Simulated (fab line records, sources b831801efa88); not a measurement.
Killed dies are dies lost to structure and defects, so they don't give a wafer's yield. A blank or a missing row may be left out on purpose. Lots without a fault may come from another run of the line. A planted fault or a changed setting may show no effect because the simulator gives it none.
Problem report in the 8D (eight disciplines) form, filled by code | flow sky130 | the parts of the form that need people (team, actions taken, sign-off) are left out
Where a reading is given only as a bound, like >300, the bound stands for it, and a mean or a difference that rests on one is marked > or <: the true number lies beyond.

1. THE PROBLEM
METAL5_ALCU_RS at SKY_METAL5_RS_MEAS_05 reads a mean of 8.70822 ohm/sq on 6 wafers of 2 lots; wafers without a fault read 0.02709 ohm/sq with a standard deviation of 0.00025. That is +99 or more standard deviations from the usual mean.
The step: measures by four-point-probe.
First seen on wafer L517.4, day 46 08:32, on film_metro-03. The record holds 30 wafers of 10 lots with a number at this step. Rule for "out", or "out of limits": more than 4 standard deviations from the usual mean. The other wafers with a number count as sound.

2. WHAT IT IS AND WHAT IT IS NOT
question                    | is                           | is not
which readings at this step | METAL5_ALCU_RS               | -
which lots                  | L517, L518                   | L505, L506, L508, L514, L525, L526, L527, L528
which wafers of those lots  | all that have a number       | -
read on which gauges        | film_metro-02, film_metro-03 | film_metro-01
when                        | from day 46 08:32            | up to then (12 sound wafers); but 12 sound wafers of L525, L526, L527, L528 came after

3. SUSPECTS, AND WHAT RULES EACH OUT
Counting: a tool at a process step up to the reading stays a suspect if it ran every lot that is out and no sound lot after the first of them.
- the gauge at SKY_METAL5_RS_MEAS_05: ruled out. The wafers that are out were read on 2 gauges (film_metro-02, film_metro-03).
- pvd_sputter-03 at SKY_METAL5_SPUTTER_02 (material AlCu, target thk 1150 nm, time 61.2 s): ruled out as a lasting fault. Sound lots L526, L525, L527, L528 ran on it after its first lot that is out, L517 (day 46 08:21).
Left after counting: nothing in the record.

4. THE CAUSE (what the simulator had put in)
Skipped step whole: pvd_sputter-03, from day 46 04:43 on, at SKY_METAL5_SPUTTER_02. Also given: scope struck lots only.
Counting ruled it out, wrongly: the rule takes a fault to strike every lot that its tool runs from its start on, and this one did not.

5. THE CHAIN OF EFFECTS, in route order
Each row: a reading whose mean over the struck wafers that have a number lies more than 3 standard deviations from the usual. Only readings for which the record gives a usual standard deviation are gone through. hours: the time from each lot's start at the first step in this table that gives one to its start at this step, as a median over the lots. sigmas: the change in usual standard deviations.
hours | step                   | reading              | usual          | on struck wafers | change   | sigmas
0     | SKY_METAL5_RS_MEAS_05  | METAL5_ALCU_RS       | 0.02709 ohm/sq | 8.70822          | +8.68113 | +99 or more
0     | SKY_METAL5_THK_MEAS_06 | METAL5_ALCU_THK      | 1143 nm        | <0               | <-1142   | <-88
62    | SKY_PAD_OPEN_PROBE_99  | defect_limited_yield | 82.7 %         | 0.0              | -82.7    | -39
62    | SKY_PAD_OPEN_PROBE_99  | killed_at_M4_up      | 3.3            | 409.2            | +405.9   | +99 or more
62    | SKY_PAD_OPEN_PROBE_99  | killed_dies          | 85             | 492              | +407     | +41
62    | SKY_PAD_OPEN_PROBE_99  | killed_on_rim        | 17             | 96               | +79      | +18
62    | SKY_PAD_OPEN_PROBE_99  | sort_bin_5_function  | 10.2 %         | 92.7             | +82.5    | +55
62    | SKY_PAD_OPEN_PROBE_99  | sort_n_pass          | 407            | 0                | -407     | -41
62    | SKY_PAD_OPEN_PROBE_99  | sort_yield_pct       | 82.7 %         | 0.0              | -82.7    | -39
The process steps in it:
- SKY_PAD_OPEN_PROBE_99
Readings that are blank on the struck wafers while sound wafers have them: cathode_dc_power_W at SKY_METAL5_SPUTTER_02; chamber_pressure_pa at SKY_METAL5_SPUTTER_02; throttle_valve_pct at SKY_METAL5_SPUTTER_02.

6. WHAT WOULD HAVE CAUGHT IT SOONER
In this record the first reading out of limits at a measuring or inspecting step was taken at day 46 08:32, 4 hours after the fault began at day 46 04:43.
At SKY_METAL5_SPUTTER_02 the tool's readings are blank on the struck wafers, where sound wafers have them: an empty tool record is the first sign, and it was there at once.
